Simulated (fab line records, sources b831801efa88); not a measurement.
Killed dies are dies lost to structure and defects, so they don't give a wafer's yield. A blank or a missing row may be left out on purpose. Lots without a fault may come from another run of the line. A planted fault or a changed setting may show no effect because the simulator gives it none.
Which tool did it? | flow sfq_line | 14 lots, 42 wafers sampled, at 2 steps of a route of 325

WHAT THE GAUGES READ, wafer by wafer
SFQ_M2_RS_MEAS_914: measures by four-point-probe. Usual: M2_NB_RS 0.893 ohm/sq, standard deviation 0.0071.
lot  | measured     | on            | M2_NB_RS (ohm/sq)                   | flag
L894 | day 16 22:21 | film_metro-01 | 0.890 0.887 0.891                   |
L895 | day 17 11:32 | film_metro-04 | 0.887 0.888 0.883                   |
L896 | day 18 01:56 | film_metro-01 | 0.899 0.892 0.899                   |
L897 | day 18 15:53 | film_metro-01 | 0.871 0.881 0.871                   |
L905 | day 21 10:22 | film_metro-01 | 0.902 0.639 0.637 0.903 0.640 0.637 | OFF
L906 | day 21 15:08 | film_metro-01 | 0.888 0.632 0.637 0.885 0.634 0.638 | OFF
L907 | day 21 17:31 | film_metro-03 | 0.877 0.885 0.887                   |
L908 | day 21 21:07 | film_metro-03 | 0.904 0.903 0.894                   |
L910 | day 22 13:19 | film_metro-04 | 0.899 0.904 0.901                   |
L912 | day 22 22:20 | film_metro-03 | 0.900 0.901 0.893                   |
L914 | day 23 05:31 | film_metro-01 | 0.893 0.883 0.887                   |
L915 | day 23 07:55 | film_metro-01 | 0.891 0.895 0.898                   |
L916 | day 23 17:35 | film_metro-04 | 0.891 0.890 0.890                   |
L917 | day 23 20:55 | film_metro-01 | 0.890 0.897 0.897                   |

WHICH TOOL RAN EACH LOT (tool, then ch and the chambers of the sampled wafers, then the start)
lot  | SFQ_TRILAYER_M2_DEP_SPUTTER_055
L894 | pvd_sputter-04, day 16 22:14
L895 | pvd_sputter-05, day 17 11:27
L896 | pvd_sputter-05, day 18 01:50
L897 | pvd_sputter-03, day 18 15:47
L905 | pvd_sputter-03, day 21 10:15
L906 | pvd_sputter-03, day 21 15:02
L907 | pvd_sputter-05, day 21 17:26
L908 | pvd_sputter-04, day 21 21:02
L910 | pvd_sputter-04, day 22 13:14
L912 | pvd_sputter-04, day 22 22:14
L914 | pvd_sputter-04, day 23 05:26
L915 | pvd_sputter-04, day 23 07:50
L916 | pvd_sputter-04, day 23 17:27
L917 | pvd_sputter-05, day 23 20:50
- SFQ_TRILAYER_M2_DEP_SPUTTER_055: material Nb, target thk 200 nm, time 133.3 s.

WHAT THE TOOLS THEMSELVES READ (means of the sampled wafers that have a number; where no wafer has one, the mark that the record gives instead)
SFQ_TRILAYER_M2_DEP_SPUTTER_055. Usual: throttle_valve_pct 29.6 %, standard deviation 1.1.
lot  | tool           | throttle_valve_pct (%) | flag
L894 | pvd_sputter-04 | 29.2                   |
L895 | pvd_sputter-05 | 30.0                   |
L896 | pvd_sputter-05 | 30.6                   |
L897 | pvd_sputter-03 | 29.7                   |
L905 | pvd_sputter-03 | 28.1                   |
L906 | pvd_sputter-03 | 29.9                   |
L907 | pvd_sputter-05 | 30.0                   |
L908 | pvd_sputter-04 | 29.5                   |
L910 | pvd_sputter-04 | 29.6                   |
L912 | pvd_sputter-04 | 29.5                   |
L914 | pvd_sputter-04 | 29.2                   |
L915 | pvd_sputter-04 | 28.8                   |
L916 | pvd_sputter-04 | 29.7                   |
L917 | pvd_sputter-05 | 30.3                   |

THE ANSWER, worked out from the rows above alone
Rule: a lot is off if the mean of its wafers that have a number lies more than 3 standard deviations from the usual mean. A lot without any number at a reading at which 4 lots or more have one is off too. The other lots that the step has rows for count as sound. The gauges are gone through in route order, then the tools' own readings, and for those a lot's mean is taken as printed above. The first step at which some lot is off is used, and at that step the reading that is off furthest; a lot without a number counts as furthest.
Off: L905, L906, at SFQ_M2_RS_MEAS_914 (M2_NB_RS).
A tool fits if, at a process step before that reading, it ran every lot that is off, and no sound lot after the first of them. The gauges at SFQ_M2_RS_MEAS_914 are tried like those tools. One fits: pvd_sputter-03 at SFQ_TRILAYER_M2_DEP_SPUTTER_055. Its last sound lot is L897 (day 18 15:47), its first lot that is off L905 (day 21 10:15): a fault that began between those two fits.

WHAT THE SIMULATOR HAD PUT IN
Process parameter drift: pvd_sputter-03, from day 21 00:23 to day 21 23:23, at SFQ_TRILAYER_M2_DEP_SPUTTER_055. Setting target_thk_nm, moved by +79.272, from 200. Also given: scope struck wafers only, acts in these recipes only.
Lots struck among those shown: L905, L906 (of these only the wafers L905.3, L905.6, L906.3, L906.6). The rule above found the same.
